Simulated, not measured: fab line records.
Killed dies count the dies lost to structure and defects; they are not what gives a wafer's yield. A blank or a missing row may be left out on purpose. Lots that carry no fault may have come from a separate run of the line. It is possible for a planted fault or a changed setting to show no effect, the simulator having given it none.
fab line records	flow sky130
[record] lots = 12	wafers = 36	lastDay = 50
route steps=708 shown VIA3@576 CAP2M@616 METAL4@633 PAD_OPEN@708
lots with no fault: from the same line, run without faults
startH: hours from the record's opening day to when the first of the lot's shown wafers began	waitH: hours from the lot's prior step to this one	" as in the row above	L1.1+2: one row covering several wafers at once	- either no value or no given start	* or withheld: withheld	< > ~ a bound
route shown NAME@n: NAME is a module with steps in the file, n the number in the route of the first one	usual: mean and standard deviation over wafers with no fault	same: alike in all rows	chamber/n: place in a boat	sites: per-site readings	_std_site: their standard deviation	_edge_site: outer sites' mean less inner sites'	radiusMm: for every site, how far away it sits from the centre of the wafer	mask NAME#n: copy n	behind: the last tool/chamber to shape the wafer	hold: cause of the lot's hold/its duration in hours/its outcome	device: which transistor (n, p or np) failed to switch	end of line: tests of these same wafers at the route's end	for a step that has no rows: nothing shown but its recipe	killed: dies that structure and defects cost at the first sort, which is not the same as the wafer's yield	map: a wafer's dies, x killed, . not, _ none there
set.NAME: setting as actually run; set.NAME@STEP: the setting as run at that earlier step	model.NAME: the simulator's own value behind a step, which no gauge read
the route's steps for a sample of lots (tables are steps, rows are wafers)
services: when a tool's chamber went out of use (startH, in hours from the record's first day, below 0 if earlier), for how many hours, and the reason
[[steps]]
[step SKY_VIA3_BOW_MEAS_03]
[recipe] mode = bow
[usual] VIA3_BOW = 80/8
lot.wafer	tool	chamber	startH	waitH	VIA3_BOW[um]
L712.1	filmMetro-03	-	924.38	0.2	62
L712.2	"	-	"	"	77
L712.3	"	-	"	"	66
L711.1	filmMetro-04	-	926.89	0.2	75
L711.3	"	-	"	"	77
L711.5	"	-	"	"	75
L714.2	filmMetro-01	-	934.72	0.2	73
L714.4	"	-	"	"	79
L714.6	"	-	"	"	83
L715.3	filmMetro-04	-	940.00	0.2	67
L715.5	"	-	"	"	80
L715.6	"	-	"	"	86
L717.2	filmMetro-01	-	953.07	0.3	69
L717.3	"	-	"	"	76
L717.6	"	-	"	"	79
L719.1	filmMetro-04	-	969.15	0.1	68
L719.3	"	-	"	"	85
L719.4	"	-	"	"	91
L722.1	filmMetro-01	-	988.39	0.2	77
L722.3	"	-	"	"	87
L722.5	"	-	"	"	72
L723.3	filmMetro-03	-	993.29	0.2	78
L723.4	"	-	"	"	82
L723.6	"	-	"	"	89
L724.2	filmMetro-03	-	998.30	0.2	90
L724.3	"	-	"	"	95
L724.5	"	-	"	"	77
L727.2	filmMetro-01	-	1016.97	0.2	71
L727.5	"	-	"	"	71
L727.6	"	-	"	"	82
L731.2	filmMetro-04	-	1047.20	0.1	68
L731.5	"	-	"	"	77
L731.6	"	-	"	"	76
L732.4	filmMetro-01	-	1049.56	0.3	82
L732.5	"	-	"	"	75
L732.6	"	-	"	"	79
[step SKY_VIA3_ETCH_15]
[recipe] target = SiO2	chemistry = C4F8/O2/Ar	targetDepthNm = 507	stopOn = TiN	maskMaterial = KrF-thick	sourceW = 1500	biasW = 1200	pressureMtorr = 40	c4f8FlowSccm = withheld	O2_flow_sccm = 6	Ar_flow_sccm = 300	timeS = 78
[usual] biasW = 1200/3.6	oesProductAu = 0.946/0.0049
lot.wafer	tool	chamber	startH	waitH	biasW	oesProductAu	rfHoursCounterH
L712.1	rieDiel-04	1	948.94	0.0	1200	0.948	19
L712.2	"	0	"	"	1205	0.940	8
L712.3	"	2	"	"	1200	0.947	17
L711.1	rieDiel-04	0	951.26	0.0	1199	0.942	8
L711.3	"	3	"	"	1195	0.948	3
L711.5	"	2	"	"	1197	0.952	-
L714.2	rieDiel-04	0	959.71	0.0	1205	0.947	8
L714.4	"	1	"	"	1202	0.946	19
L714.6	"	0	"	"	1205	0.949	-
L715.3	rieDiel-04	2	964.93	0.0	1204	0.944	17
L715.5	"	1	"	"	1197	0.949	-
L715.6	"	2	"	"	1202	0.954	-
L717.2	rieDiel-01	3	976.88	0.0	1200	0.942	23
L717.3	"	2	"	"	1200	0.943	11
L717.6	"	1	"	"	1205	0.935	-
L719.1	rieDiel-02	2	993.39	0.0	1203	0.945	18
L719.3	"	0	"	"	1202	0.945	13
L719.4	"	0	"	"	1197	0.948	-
L722.1	rieDiel-02	0	1012.29	0.0	1200	0.938	13
L722.3	"	2	"	"	1203	0.953	18
L722.5	"	0	"	"	1201	0.946	-
L723.3	rieDiel-04	0	1016.61	0.0	1198	0.951	10
L723.4	"	1	"	"	1198	0.946	21
L723.6	"	3	"	"	1205	0.940	-
L724.2	rieDiel-01	2	1022.13	0.0	1205	0.945	13
L724.3	"	3	"	"	1207	0.947	24
L724.5	"	3	"	"	1211	0.949	-
L727.2	rieDiel-02	0	1039.23	0.0	1198	0.944	14
L727.5	"	0	"	"	1201	0.945	-
L727.6	"	3	"	"	1200	0.949	-
L731.2	rieDiel-02	1	1068.69	0.0	1198	0.950	13
L731.5	"	3	"	"	1197	0.955	-
L731.6	"	2	"	"	1201	0.949	-
L732.4	rieDiel-04	3	1071.94	0.0	1202	0.943	7
L732.5	"	2	"	"	1204	0.944	-
L732.6	"	3	"	"	1204	0.944	-
[step SKY_VIA3_SPUTTER_20]
[recipe] material = TiN	targetThkNm = 20	chamberPressurePa = 5	powerW = 4000	timeS = 80
[usual] throttleValvePct = 30.2/1.2
lot.wafer	tool	chamber	startH	waitH	throttleValvePct
L712.1	pvdSputter-03	-	949.59	0.0	28.7
L712.2	"	-	"	"	28.9
L712.3	"	-	"	"	32.0
L711.1	pvdSputter-01	-	951.91	0.0	30.2
L711.3	"	-	"	"	28.3
L711.5	"	-	"	"	30.3
L714.2	pvdSputter-01	-	960.36	0.0	30.2
L714.4	"	-	"	"	29.6
L714.6	"	-	"	"	28.2
L715.3	pvdSputter-04	-	965.58	0.0	30.5
L715.5	"	-	"	"	30.6
L715.6	"	-	"	"	29.8
L717.2	pvdSputter-03	-	977.62	0.0	29.1
L717.3	"	-	"	"	31.4
L717.6	"	-	"	"	29.0
L719.1	pvdSputter-01	-	994.05	0.0	28.4
L719.3	"	-	"	"	30.2
L719.4	"	-	"	"	32.3
L722.1	pvdSputter-01	-	1012.95	0.0	29.7
L722.3	"	-	"	"	28.3
L722.5	"	-	"	"	32.1
L723.3	pvdSputter-01	-	1017.30	0.0	32.2
L723.4	"	-	"	"	30.3
L723.6	"	-	"	"	32.2
L724.2	pvdSputter-04	-	1023.23	0.0	29.2
L724.3	"	-	"	"	30.6
L724.5	"	-	"	"	30.9
L727.2	pvdSputter-04	-	1039.93	0.0	29.8
L727.5	"	-	"	"	30.6
L727.6	"	-	"	"	29.8
L731.2	pvdSputter-04	-	1069.35	0.0	31.0
L731.5	"	-	"	"	30.9
L731.6	"	-	"	"	29.4
L732.4	pvdSputter-03	-	1072.60	0.0	31.3
L732.5	"	-	"	"	29.0
L732.6	"	-	"	"	31.6
[step SKY_CAP2M_METAL_ETCH_13]
[recipe] targetDepthNm = 220	stopOn = SiO2	chemistry = Cl2/BCl3	target = TiN	pressureMtorr = 10	icpW = 900	biasW = 48.5	Cl2_flow_sccm = 60	bcl3FlowSccm = 30	timeS = 62.9
[usual] biasW = 48.51/0.15	drypumpMotorCurrentA = 5.4/0.46	oesProductAu = 0.926/0.0089	throttleValvePct = 21.911/0.01
lot.wafer	tool	chamber	startH	waitH	biasW	drypumpMotorCurrentA	oesProductAu	rfHoursCounterH	throttleValvePct
L712.1	rieMetal-03	0	974.94	0.0	48.33	5.6	0.932	6	21.919
L712.2	"	1	"	"	48.64	6.6	0.933	18	21.904
L712.3	"	1	"	"	48.54	6.5	0.927	-	21.913
L711.1	rieMetal-04	0	977.02	0.0	48.64	4.7	0.919	7	21.931
L711.3	"	1	"	"	48.76	5.2	0.920	-	21.927
L711.5	"	0	"	"	48.59	4.7	0.908	-	21.934
L714.2	rieMetal-01	1	985.39	0.0	48.55	5.6	0.928	15	21.916
L714.4	"	1	"	"	48.47	5.7	0.911	-	21.908
L714.6	"	1	"	"	48.40	5.6	0.922	-	21.917
L715.3	rieMetal-01	1	990.82	0.0	48.62	5.6	0.938	-	21.890
L715.5	"	0	"	"	48.48	5.0	0.925	-	21.912
L715.6	"	1	"	"	48.60	5.6	0.948	-	21.897
L717.2	rieMetal-04	0	1002.54	0.0	48.59	4.7	0.916	9	21.911
L717.3	"	1	"	"	48.37	5.2	0.925	-	21.923
L717.6	"	1	"	"	48.72	5.2	0.932	-	21.893
L719.1	rieMetal-03	0	1018.65	0.0	48.63	5.6	0.934	8	21.903
L719.3	"	1	"	"	48.48	6.5	0.938	-	21.912
L719.4	"	0	"	"	48.54	5.6	0.933	-	21.895
L722.1	rieMetal-01	1	1035.90	0.0	48.47	5.7	0.934	18	21.902
L722.3	"	1	"	"	48.60	5.6	0.928	-	21.924
L722.5	"	1	"	"	48.45	5.7	0.928	-	21.901
L723.3	rieMetal-01	1	1040.80	0.1	53.59	5.7	0.927	-	21.918
L723.4	"	1	"	"	53.69	5.6	0.909	-	21.903
L723.6	"	1	"	"	53.48	5.6	0.919	-	21.920
L724.2	rieMetal-01	1	1046.39	0.0	53.12	5.6	0.920	-	21.900
L724.3	"	1	"	"	53.20	5.6	0.915	-	21.913
L724.5	"	1	"	"	53.19	5.6	0.926	-	21.905
L727.2	rieMetal-04	0	1063.00	0.0	48.67	4.7	0.935	12	21.910
L727.5	"	1	"	"	48.37	5.2	0.915	-	21.909
L727.6	"	0	"	"	48.32	4.7	0.915	-	21.916
L731.2	rieMetal-04	1	1091.17	0.0	48.26	5.2	0.935	23	21.912
L731.5	"	1	"	"	48.10	5.2	0.925	-	21.912
L731.6	"	0	"	"	48.67	4.7	0.925	-	21.910
L732.4	rieMetal-04	0	1093.72	0.0	48.51	4.7	0.927	-	21.921
L732.5	"	1	"	"	48.52	5.2	0.930	-	21.922
L732.6	"	0	"	"	48.66	4.7	0.910	-	21.905
[step SKY_METAL4_ETCH_17]
[recipe] target = SiO2	stopOn = TiN	chemistry = C4F8/O2/Ar	sourceW = 1500	biasW = 1200	pressureMtorr = 40	c4f8FlowSccm = withheld	O2_flow_sccm = 6	Ar_flow_sccm = 300	timeS = 3.9	targetDepthA = 150
[usual] biasW = 1200/3.3	oesProductAu = 0.756/0.0076
lot.wafer	tool	chamber	startH	waitH	biasW	oesProductAu	rfHoursCounterH
L712.1	rieDiel-02	2	999.73	0.1	1196	0.747	18
L712.2	"	3	"	"	1202	0.741	13
L712.3	"	0	"	"	1205	0.754	13
L711.1	rieDiel-03	1	1001.73	0.1	1204	0.760	9
L711.3	"	2	"	"	1203	0.742	16
L711.5	"	0	"	"	1201	0.752	-
L714.2	rieDiel-03	0	1010.45	0.1	1199	0.757	11
L714.4	"	1	"	"	1197	0.766	10
L714.6	"	0	"	"	1196	0.760	-
L715.3	rieDiel-02	3	1015.21	0.1	1201	0.752	14
L715.5	"	2	"	"	1200	0.752	-
L715.6	"	3	"	"	1202	0.764	-
L717.2	rieDiel-04	0	1027.08	0.1	1197	0.757	10
L717.3	"	2	"	"	1204	0.759	19
L717.6	"	2	"	"	1199	0.767	-
L719.1	rieDiel-02	3	1042.38	0.1	1200	0.753	15
L719.3	"	1	"	"	1202	0.759	12
L719.4	"	0	"	"	1206	0.766	15
L722.1	rieDiel-04	1	1058.74	0.1	1204	0.755	22
L722.3	"	0	"	"	1201	0.753	11
L722.5	"	3	"	"	1198	0.759	-
L723.3	rieDiel-02	2	1064.20	0.0	1199	0.714	20
L723.4	"	3	"	"	1199	0.731	16
L723.6	"	0	"	"	1195	0.720	-
L724.2	rieDiel-03	2	1068.65	0.1	1198	0.736	18
L724.3	"	3	"	"	1201	0.728	8
L724.5	"	3	"	"	1198	0.742	-
L727.2	rieDiel-02	1	1085.40	0.1	1203	0.771	14
L727.5	"	2	"	"	1195	0.762	-
L727.6	"	1	"	"	1201	0.759	-
L731.2	rieDiel-04	2	1112.54	0.1	1199	0.760	22
L731.5	"	1	"	"	1198	0.759	-
L731.6	"	0	"	"	1200	0.750	-
L732.4	rieDiel-04	1	1114.94	0.0	1198	0.754	24
L732.5	"	1	"	"	1200	0.752	-
L732.6	"	0	"	"	1206	0.760	-
[step SKY_PAD_OPEN_PROBE_99]
[usual] killed_at_M0_to_M3 = 42/6.8	killed_at_M4_up = 3.4/1.8	killedAtContacts = 25/5.7	killedAtFrontEnd = 16/4.8	killedAtOther = 0.2/0.39	killedDies = 87/9.6	killedOpen = 47/6.9	killedShort = 40/6.3
[same] grossDies = 492	killedAtBackSide = 0
lot.wafer	tool	chamber	startH	waitH	killed_at_M0_to_M3	killed_at_M4_up	killedAtContacts	killedAtFrontEnd	killedAtOther	killedDies	killedOpen	killedShort
L723.3	prober-02	-	1150.53	0.2	38	4	25	29	0	96	60	34
L723.4	prober-02	-	1150.58	0.2	38	1	22	16	1	78	39	37
L723.6	prober-02	-	1150.68	0.2	37	4	29	13	1	84	42	39
L724.2	prober-01	-	1154.76	0.1	40	1	22	22	0	85	51	28
L724.3	prober-01	-	1154.81	0.2	36	1	19	15	0	71	38	31
L724.5	prober-01	-	1154.91	0.2	38	8	24	8	0	78	47	30
// killed by level:class
L723.3 CONTACT:geometricParticle:open=13 FIELD_ISO:geometricParticle:open=11 VIA1:geometricParticle:open=11 VIA2:geometricParticle:open=7 FIELD_ISO:geometricParticle:short=6 METAL2:geometricParticle:short=5 POLY_GATE:geometricParticle:open=4 CONTACT:geometricParticle:short=4
L723.4 VIA1:geometricParticle:open=13 METAL2:geometricParticle:short=7 POLY_GATE:geometricParticle:open=6 CONTACT:geometricParticle:open=5 CONTACT:geometricParticle:short=5 VIA1:geometricParticle:short=5 FIELD_ISO:geometricParticle:open=4 LI_CONTACT:geometricParticle:open=4
L723.6 LI_CONTACT:geometricParticle:open=9 VIA1:geometricParticle:open=9 METAL2:geometricParticle:short=8 VIA2:geometricParticle:open=8 CONTACT:geometricParticle:short=7 CONTACT:geometricParticle:open=6 LOCAL_INTERCONNECT:geometricParticle:short=4 METAL3:geometricParticle:short=4
L724.2 VIA1:geometricParticle:open=12 LI_CONTACT:geometricParticle:open=8 CONTACT:geometricParticle:open=8 VIA3:geometricParticle:open=6 VT_ADJUST_LVTN:overlay=6 VIA2:geometricParticle:open=5 SPACER:geometricParticle:open=4 VIA1:geometricParticle:short=4
L724.3 VIA3:geometricParticle:open=10 CONTACT:geometricParticle:open=8 LI_CONTACT:geometricParticle:open=5 METAL2:geometricParticle:short=5 CONTACT:geometricParticle:short=4 VIA2:geometricParticle:open=4 FIELD_ISO:geometricParticle:short=3 POLY_GATE:geometricParticle:short=3
L724.5 CONTACT:geometricParticle:open=12 VIA3:geometricParticle:open=10 METAL4:geometricParticle:short=7 VIA1:geometricParticle:open=6 VIA2:geometricParticle:open=5 METAL2:geometricParticle:short=5 CONTACT:geometricParticle:short=4 LI_CONTACT:geometricParticle:open=3
[[services]]
tool	chamber	startH	hours	kind
rieDiel-04	-	938.56	2.6	repair
pvdSputter-01	-	941.47	0.8	repair
rieDiel-03	-	947.44	4.3	pm
rieDiel-02	3	964.56	14.0	repair
rieDiel-02	1	972.04	44.8	repair
rieDiel-04	1	973.76	4.8	repair
rieDiel-03	3	975.54	5.2	repair
rieMetal-03	-	986.79	14.6	pm
rieDiel-04	2	989.84	5.2	repair
rieMetal-01	1	1005.90	12.0	repair
pvdSputter-03	-	1018.12	6.7	repair
pvdSputter-01	-	1025.49	2.4	repair
pvdSputter-04	2	1025.78	-	consumableReplace:kit
pvdSputter-04	2	1025.78	18.0	scheduledDown
pvdSputter-04	2	1025.78	18.0	ventCycle
rieMetal-01	0	1033.05	18.8	repair
rieMetal-03	0	1066.89	5.6	repair
rieDiel-03	0	1071.98	12.2	repair
pvdSputter-04	-	1078.30	4.2	repair
rieDiel-03	3	1090.16	6.0	repair
rieDiel-01	1	1111.58	1.2	repair
pvdSputter-01	2	1112.17	-	consumableReplace:kit
pvdSputter-01	2	1112.17	18.0	scheduledDown
pvdSputter-01	2	1112.17	18.0	ventCycle
[[key]]
[firstSign] step = SKY_CAP2M_METAL_ETCH_13	reading = biasW	direction = up	sigmas = 32	usual = 48.51	struck = 53.38
[effect] step = SKY_METAL4_ETCH_17	reading = oesProductAu	direction = down	sigmas = 3.6	usual = 0.756	struck = 0.728
metAt SKY_CAP2M_METAL_ETCH_13
struckLots L723,L724
struckWafers L723.3,L723.4,L723.6,L724.2,L724.3,L724.5
testerLeftOut L723,L724
notActingAt SKY_VIA3_BOW_MEAS_03,SKY_VIA3_ETCH_15,SKY_VIA3_SPUTTER_20
onsetBetween 1035.90 1040.80
[earlierFault] kind = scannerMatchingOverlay	tool = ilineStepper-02	chamber = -	onsetH = 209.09	steps = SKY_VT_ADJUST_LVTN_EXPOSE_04	offset = 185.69
[earlierFault] kind = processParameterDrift	tool = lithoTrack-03	chamber = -	onsetH = 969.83	steps = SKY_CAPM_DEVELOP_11	channel = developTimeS	offset = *	shape = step	actsIn = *	stated = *
[fault] kind = processParameterDrift	tool = rieMetal-01	chamber = 1	onsetH = 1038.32	steps = SKY_CAP2M_METAL_ETCH_13	channel = biasW	offset = 4.8829	shape = step	actsIn = theseRecipesOnly	stated = 48.5
// testerLeftOut: of these lots the tester's yield and bins aren't shown, on N5 and GAA mostly nor the transistor test; their killed dies are dies lost to structure and defects alone, not to doping, threshold or leakage, so they don't give the yield
